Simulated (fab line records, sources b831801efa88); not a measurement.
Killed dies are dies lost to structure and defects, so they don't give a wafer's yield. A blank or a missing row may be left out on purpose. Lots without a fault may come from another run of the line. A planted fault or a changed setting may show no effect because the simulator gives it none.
Problem report in the 8D (eight disciplines) form, filled by code | flow sky130 | the parts of the form that need people (team, actions taken, sign-off) are left out

1. THE PROBLEM
oes_product_au at SKY_LOCAL_INTERCONNECT_ETCH_13 reads a mean of 0.796 a.u. on 6 wafers of 3 lots; wafers without a fault read 0.856 a.u. with a standard deviation of 0.0048. That is -13 standard deviations from the usual mean.
The step: etches BARC in N2/H2, stops on SiO2, time 45.9 s, target depth 60 nm.
First seen on wafer L976.1, day 36 07:47, on rie_metal-02. The record holds 33 wafers of 11 lots with a number at this step. Rule for "out", or "out of limits": more than 4 standard deviations from the usual mean. The other wafers with a number count as sound.

2. WHAT IT IS AND WHAT IT IS NOT
question                    | is                                             | is not
which readings at this step | oes_product_au                                 | drypump_motor_current_A
which lots                  | L976, L978, L980                               | L962, L963, L964, L966, L969, L970, L982, L984
which wafers of those lots  | L976.1, L976.5, L978.1, L978.5, L980.5, L980.6 | L976.2, L978.2, L980.3
read on which tools         | rie_metal-02                                   | rie_metal-01, rie_metal-04
when                        | from day 36 07:47                              | up to then (19 sound wafers); but 8 sound wafers of L978, L980, L982, L984 came after

3. SUSPECTS, AND WHAT RULES EACH OUT
Counting: a tool at a process step up to the reading stays a suspect if it ran every lot that is out. Sound lots after the first of them don't rule it out here, since some wafers of a struck lot are sound.
- rie_metal-02 at SKY_LOCAL_INTERCONNECT_ETCH_13 (etches BARC in N2/H2, stops on SiO2, time 45.9 s, target depth 60 nm): kept. It ran every lot that is out, first L976 (day 36 07:47); its last sound lot up to then is L969 (day 33 10:37). Its own readings are out on those wafers: oes_product_au.
Left after counting: rie_metal-02 at SKY_LOCAL_INTERCONNECT_ETCH_13.

4. THE CAUSE (what the simulator had put in)
Process parameter drift: rie_metal-02, from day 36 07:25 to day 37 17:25, at SKY_LOCAL_INTERCONNECT_ETCH_13. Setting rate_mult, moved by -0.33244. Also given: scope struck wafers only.
Counting left only this tool.

5. THE CHAIN OF EFFECTS, in route order
Each row: a reading whose mean over the struck wafers that have a number lies more than 3 standard deviations from the usual. Only readings for which the record gives a usual standard deviation are gone through. hours: the time from each lot's start at the first step in this table that gives one to its start at this step, as a median over the lots. sigmas: the change in usual standard deviations.
hours | step                                 | reading            | usual      | on struck wafers | change | sigmas
0     | SKY_LOCAL_INTERCONNECT_ETCH_13       | oes_product_au     | 0.856 a.u. | 0.796            | -0.060 | -13
0     | SKY_LOCAL_INTERCONNECT_METAL_ETCH_14 | oes_product_au     | 0.942 a.u. | 0.374            | -0.568 | -71
0     | SKY_LOCAL_INTERCONNECT_METAL_ETCH_14 | throttle_valve_pct | 21.900 %   | 22.259           | +0.359 | +36
331   | SKY_PAD_OPEN_PROBE_99                | killed_at_M0_to_M3 | 44         | 240              | +196   | +30
331   | SKY_PAD_OPEN_PROBE_99                | killed_at_M4_up    | 3.0        | 71.5             | +68.5  | +46
331   | SKY_PAD_OPEN_PROBE_99                | killed_at_contacts | 25         | 95               | +70    | +14
331   | SKY_PAD_OPEN_PROBE_99                | killed_at_other    | 0.3        | 68.5             | +68.2  | +99 or more
331   | SKY_PAD_OPEN_PROBE_99                | killed_dies        | 87         | 492              | +405   | +43
331   | SKY_PAD_OPEN_PROBE_99                | killed_on_rim      | 17         | 96               | +79    | +20
The process steps in it:
- SKY_LOCAL_INTERCONNECT_ETCH_13: etches BARC in N2/H2, stops on SiO2, time 45.9 s, target depth 60 nm.
- SKY_LOCAL_INTERCONNECT_METAL_ETCH_14: etches TiN in Cl2/BCl3, stops on PSG, target depth 110 nm, time 31.4 s.
- SKY_PAD_OPEN_PROBE_99
Readings that are blank on the struck wafers while sound wafers have them: cd_nm at SKY_CONTACT_CD_MEAS_14; CONTACT_OVL at SKY_CONTACT_OVL_MEAS_15.
Later measuring or inspecting steps at which every struck wafer that the step has a row for has a number for every such reading, and none has moved that far: SKY_CONTACT_BOW_MEAS_05.

6. WHAT WOULD HAVE CAUGHT IT SOONER
In this record the first reading out of limits was taken at day 36 07:47, 0 hours after the fault began at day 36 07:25.
